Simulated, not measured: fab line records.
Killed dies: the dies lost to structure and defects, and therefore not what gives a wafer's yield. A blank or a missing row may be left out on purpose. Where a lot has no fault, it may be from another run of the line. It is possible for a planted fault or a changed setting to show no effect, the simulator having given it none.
The tool behind it: which one? | flow gf180mcu | 12 lots, 36 wafers sampled, at 4 steps of a route of 602

WHAT THE GAUGES READ, wafer by wafer
GF_M4_THK_MEAS_06: measures by xrf. Usual: M4_ALCU_THK gives 460 nm (standard deviation 7).
lot  | measured     | on           | M4_ALCU_THK (nm) | flag
L457 | day 22 11:27 | filmMetro-02 | 462 458 457      | 
L458 | day 23 05:56 | filmMetro-03 | 452 459 453      | 
L459 | day 23 21:03 | filmMetro-01 | 464 468 460      | 
L461 | day 24 05:11 | filmMetro-02 | 465 466 462      | 
L463 | day 24 17:58 | filmMetro-03 | 474 466 478      | 
L467 | day 25 22:34 | filmMetro-03 | 465 462 466      | 
L466 | day 26 00:19 | filmMetro-03 | 467 459 458      | 
L468 | day 26 10:02 | filmMetro-01 | 462 461 462      | 
L470 | day 27 06:43 | filmMetro-01 | 452 457 455      | 
L471 | day 27 08:05 | filmMetro-01 | 458 454 454      | 
L477 | day 28 15:23 | filmMetro-03 | 464 469 469      | 
L479 | day 29 07:18 | filmMetro-03 | 466 466 464      | 

GF_V4_BOW_MEAS_05. Usual: V4_BOW gives 136 um (standard deviation 10).
lot  | measured     | on           | V4_BOW (um) | flag
L457 | day 23 11:20 | filmMetro-04 | 139 132 136 | 
L458 | day 24 05:59 | filmMetro-03 | 140 154 150 | 
L459 | day 24 21:23 | filmMetro-01 | 137 131 140 | 
L461 | day 25 04:23 | filmMetro-03 | 134 122 123 | 
L463 | day 25 15:54 | filmMetro-04 | 123 120 125 | 
L467 | day 26 19:58 | filmMetro-01 | 145 148 133 | 
L466 | day 26 22:38 | filmMetro-03 | 141 143 142 | 
L468 | day 27 07:43 | filmMetro-04 | 127 126 121 | 
L470 | day 28 03:13 | filmMetro-01 | 141 143 149 | 
L471 | day 28 04:53 | filmMetro-04 | 122 125 121 | 
L477 | day 29 11:23 | filmMetro-04 | 140 136 146 | 
L479 | day 30 03:38 | filmMetro-04 | 158 155 152 | 

GF_V4_OVL_MEAS_15. Usual: V4_OVL gives 2 nm (standard deviation 5.3).
lot  | measured     | on         | V4_OVL (nm) | flag
L457 | day 24 10:11 | overlay-02 | 4 10 4      | 
L458 | day 25 03:40 | overlay-02 | 14 3 11     | 
L459 | day 25 18:27 | overlay-02 | 3 -1 0      | 
L461 | day 26 01:19 | overlay-01 | -5 0 -2     | 
L463 | day 26 13:07 | overlay-02 | 2 2 -6      | 
L467 | day 27 15:55 | overlay-02 | 2 4 3       | 
L466 | day 27 18:26 | overlay-02 | 8 4 8       | 
L468 | day 28 02:55 | overlay-02 | 8 12 3      | 
L470 | day 28 22:40 | overlay-01 | 0 -3 0      | 
L471 | day 28 23:48 | overlay-01 | -2 5 4      | 
L477 | day 30 06:46 | overlay-01 | -9 6 2      | 
L479 | day 30 21:13 | overlay-02 | -2 2 -10    | 

EACH LOT AND THE TOOL THAT RAN IT (in order: tool; ch and the chambers of the sampled wafers; start)
lot  | GF_V4_CMP_04
L457 | cmp-02 ch 0,2,3, day 23 11:00
L458 | cmp-01 ch 0,1, day 24 05:40
L459 | cmp-02 ch 0,2,3, day 24 21:05
L461 | cmp-01 ch 1,2,3, day 25 04:07
L463 | cmp-02 ch 0,1,3, day 25 15:36
L467 | cmp-01 ch 0,1,3, day 26 19:46
L466 | cmp-02 ch 1,2, day 26 22:20
L468 | cmp-01 ch 0,1,2, day 27 07:25
L470 | cmp-01 ch 1,2,3, day 28 02:55
L471 | cmp-02 ch 0,1,3, day 28 04:41
L477 | cmp-02 ch 1,3, day 29 11:04
L479 | cmp-02 ch 0,2,3, day 30 03:28
- GF_V4_CMP_04: polishes SiO2.

AS READ BY THE TOOLS THEMSELVES (means over the sampled wafers that have a number; for cases with no such wafer, the mark the record gives instead)
GF_V4_CMP_04. Usual: motorCurrentA 11.9 A, standard deviation 1.1; timeToEndpointS 81 s, standard deviation 5.
lot  | tool   | motorCurrentA (A) | timeToEndpointS (s) | flag
L457 | cmp-02 | 12.8              | 82                  | 
L458 | cmp-01 | 10.7              | 86                  | 
L459 | cmp-02 | 12.9              | 80                  | 
L461 | cmp-01 | 11.7              | 80                  | 
L463 | cmp-02 | 12.7              | 77                  | 
L467 | cmp-01 | 11.5              | 79                  | 
L466 | cmp-02 | 12.3              | 79                  | 
L468 | cmp-01 | 11.0              | 81                  | 
L470 | cmp-01 | 11.4              | 86                  | 
L471 | cmp-02 | 12.4              | 84                  | 
L477 | cmp-02 | 12.8              | 86                  | 
L479 | cmp-02 | 13.3              | 89                  | 

THE ANSWER, worked out from the rows above alone
Rule: a lot counts as off when the mean over its wafers that have a number is more than 3 standard deviations away from the usual mean. Also off: a lot with no number at a reading for which 4 or more lots have one. Where the step has rows for the other lots, those lots are counted as sound. Order of review: gauges by route order, followed by the tools' own readings, for which a lot's mean as printed above is used. At the first step where some lot is off, the reading lying furthest off is the one used; lots without a number count as furthest.
No lot is off on any of the readings shown, so nothing can be concluded from this.

WHAT WAS PUT IN BY THE SIMULATOR
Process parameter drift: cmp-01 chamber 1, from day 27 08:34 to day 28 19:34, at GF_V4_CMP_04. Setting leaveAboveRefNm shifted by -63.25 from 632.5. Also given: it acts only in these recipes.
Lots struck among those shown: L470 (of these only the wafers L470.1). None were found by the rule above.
